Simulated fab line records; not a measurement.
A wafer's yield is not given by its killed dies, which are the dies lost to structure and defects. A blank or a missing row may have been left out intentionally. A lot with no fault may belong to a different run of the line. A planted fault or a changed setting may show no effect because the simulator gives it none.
Struck lot and sound lot, side by side -- flow sky130 -- 17 out of 708 route steps
Sound: the wafers L159.1, L159.2, L159.5. Wafers struck: L161.1, L161.3, L161.5. Last of all comes the cause.
Per side, at each step with rows, come the tool, then ch with its chambers, and then its first start. Under that, the readings that differ: sound wafers -- struck wafers -- difference of the means -- sigmas: that difference in standard deviations of wafers without a fault.
alike: words and numbers the same on both sides, and readings whose means are apart by under 2 such deviations; not compared: readings that were withheld, readings missing a value for some wafer, numbers with overlapping values and no deviation given by the record, and bounds like >300 which may hide the same value.
A row with sigmas, a row that says differs or no value, or rows on one side alone: a step with any of these is where the two part. Numbers that don't overlap but have no deviation are shown without sigmas and don't part them. Lack of a reading on every wafer of one side parts them only where that side has two or more wafers.

first, 5 steps without rows for these wafers: SKY_SD_N_COAT_02 (resist thk 1140 nm); SKY_SD_N_SOFTBAKE_03 (time 60 s); SKY_SD_N_EXPOSE_04 (exposes mask NSDM, target cd 380 nm); SKY_SD_N_PEB_05; SKY_SD_N_DEVELOP_06 (develop time 60 s).
SKY_SD_N_CD_MEAS_07 targets a cd of 380 nm.
  struck on cdSem-02, day 29 05:47; sound on cdSem-01, day 28 08:44
  alike: cdNm
SKY_SD_N_OVL_MEAS_08:
  struck on overlay-01, day 29 05:55; sound on overlay-02, day 28 08:51
  alike: SD_N_OVL
then, 2 steps without rows for these wafers: SKY_SD_N_IMPLANT_09; SKY_SD_N_IMPLANT_10.
SKY_SD_N_STRIP_11: strips in O2/N2.
  sound on plasmaAsher-01 ch 0,1, day 28 09:11; struck on plasmaAsher-02 ch 0,1, day 29 06:14
  alike: drypumpMotorCurrentA, oesProductAu, stripTimeToEndpointS
  not compared: rfHoursCounterH
SKY_SD_N_TW_MEAS_12:
  struck on filmMetro-02, day 29 06:20; sound on filmMetro-04, day 28 09:17
reading,sound,struck,difference,sigmas
SD_N_TW,4019 4026 4006,3951 3964 3948,-63,-2
then, 1 step without rows for these wafers: SKY_SD_N_CLEAN_13 (cleans in SC1/SC2, time 150 s).
SKY_SD_N_RTA_14: time 2 s.
  sound on rtpAnneal-02 ch 0, day 28 09:24; struck on rtpAnneal-02 ch 0, day 29 06:27
reading,sound,struck,difference,sigmas
lampPowerPct (%),15.80 15.77 15.82,15.11 15.08 15.18,-0.67,-12
wafer_temp_C_max,1075.5 1079.1 1079.0,1053.6 1054.3 1054.4,-23.8,-22
SKY_SD_N_RS_MEAS_16: a four-point-probe measurement.
  struck on filmMetro-04, day 29 06:38; sound on filmMetro-02, day 28 09:34
reading,sound,struck,difference,sigmas
SD_N_RS (ohm/sq),68.25 68.43 68.56,72.36 72.38 72.30,+3.93,+30
SKY_SD_N_RS_MEAS_17: a four-point-probe measurement.
  struck on filmMetro-04, day 29 06:45; sound on filmMetro-02, day 28 09:41
reading,sound,struck,difference,sigmas
SD_P_RS (ohm/sq),146.3 146.7 146.9,168.8 168.8 169.1,+22.3,+70
SKY_SD_N_RS_MEAS_18: a four-point-probe measurement.
  struck on filmMetro-04, day 29 06:52; sound on filmMetro-02, day 28 09:49
reading,sound,struck,difference,sigmas
RES_XHIGH_RS (ohm/sq),331.6 332.6 330.5,336.2 336.7 334.9,+4.4,+4
-- here the record skips 17 days between the struck wafers' starts before and after, leaving off in module SD_N and picking up in module PAD_OPEN (first step shown: number 708 of the route) --
SKY_PAD_OPEN_PROBE_99:
  struck on prober-01, day 46 17:50; sound on prober-01, day 46 00:38
reading,sound,struck,difference,sigmas
model.etest.resXhighPo.lineOhmUm,5626 5907 5703,7441 7430 7343,+1659,
model.etest.resXhighPo.rsOhmSq,1971 2054 1992,2604 2571 2610,+589,
model.etest.pfet_01v8.rOnOhmUm,2853 2932 2995,3296 3330 3325,+390,
model.etest.tipP.rsOhmSq,6829 6780 6767,7250 7264 7217,+452,
model.etest.resPdiff.lineOhmUm,1360 1371 1369,1551 1518 1563,+177,
model.etest.resHighPo.lineOhmUm,737 766.6 742.7,921.7 901.4 906.3,+161.0,
model.etest.liconHighPo.rcOhm,357.6 373.7 345.1,501.8 503.9 499.9,+143.1,
model.etest.pfetG5v0d10v5.rOnOhmUm,4682 4797 4719,4817 4846 4833,+99,

WHERE THEY PART
Earliest at SKY_SD_N_TW_MEAS_12; latest, in this record, at SKY_SD_N_RS_MEAS_18.

WHY: what had been put in by the simulator
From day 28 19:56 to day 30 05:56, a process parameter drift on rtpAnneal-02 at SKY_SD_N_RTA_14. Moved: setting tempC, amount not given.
